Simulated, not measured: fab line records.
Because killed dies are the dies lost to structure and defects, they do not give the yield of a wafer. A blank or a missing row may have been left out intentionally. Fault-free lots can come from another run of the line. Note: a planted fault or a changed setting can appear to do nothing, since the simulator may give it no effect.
Which tool was responsible?	flow gf180mcu	18 wafers from 6 lots sampled at 2 of the route's 602 steps

== WHAT THE GAUGES READ, wafer by wafer ==
GF_VT_IMPLANT_RS_MEAS_49: measurement is done with a four-point probe.
lot	measured	on	MVPSD_RS (ohm/sq)
L498	day 7 20:34	film metro-04	1170 1170 1172
L501	day 8 16:31	film metro-03	1166 1167 1167
L507	day 10 10:11	film metro-03	1210 1213 1213
L510	day 11 05:54	film metro-03	1171 1177 1168
L514	day 12 10:29	film metro-04	1172 1170 1169
L519	day 13 18:58	film metro-04	1173 1174 1176

== TOOL THAT RAN EACH LOT (tool first, then ch and the chambers of the sampled wafers, then the start) ==
lot	GF_MVPSD_IMPLANT_09
L498	implanter-01 ch 0, day 5 06:32
L501	implanter-03 ch 0, day 6 00:08
L507	implanter-04 ch 0, day 7 13:25
L510	implanter-01 ch 0, day 8 08:00
L514	implanter-03 ch 0, day 9 08:55
L519	implanter-01 ch 0, day 10 13:24
- GF_MVPSD_IMPLANT_09

== THE ANSWER, worked out from the rows above alone ==
Rule: the usual values come from the lots themselves. Put in order of their means at a reading, lots are off if they are a third of the lots or fewer, leave a main group of 4 or more, and stand apart from it by a gap of 3 or more times the standard deviation of the main group's means; of several such gaps the widest counts. The tables above print the reading to a certain number of digits; a main group whose means all agree to those digits is not used. A lot without any number at a reading at which 4 lots or more have one is off too. Any other lot the step has rows for is counted as sound.
Off: at GF_VT_IMPLANT_RS_MEAS_49 (MVPSD_RS), L507. Main group: mean 1171 ohm/sq, sd 2.5.
A tool fits if, at a process step before that reading, it ran every lot that is off, and no sound lot after the first of them. Gauges at GF_VT_IMPLANT_RS_MEAS_49: tried the same way as those tools. One fits: GF_MVPSD_IMPLANT_09 on implanter-04. It ran no sound lot before its first lot that is off in this sample, so the start can't be narrowed down.

== WHAT WAS PUT IN BY THE SIMULATOR ==
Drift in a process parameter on implanter-04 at GF_MVPSD_IMPLANT_09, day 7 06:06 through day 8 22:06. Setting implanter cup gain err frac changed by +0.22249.
Shown lots that were struck: L507. This agrees with what the rule above found.
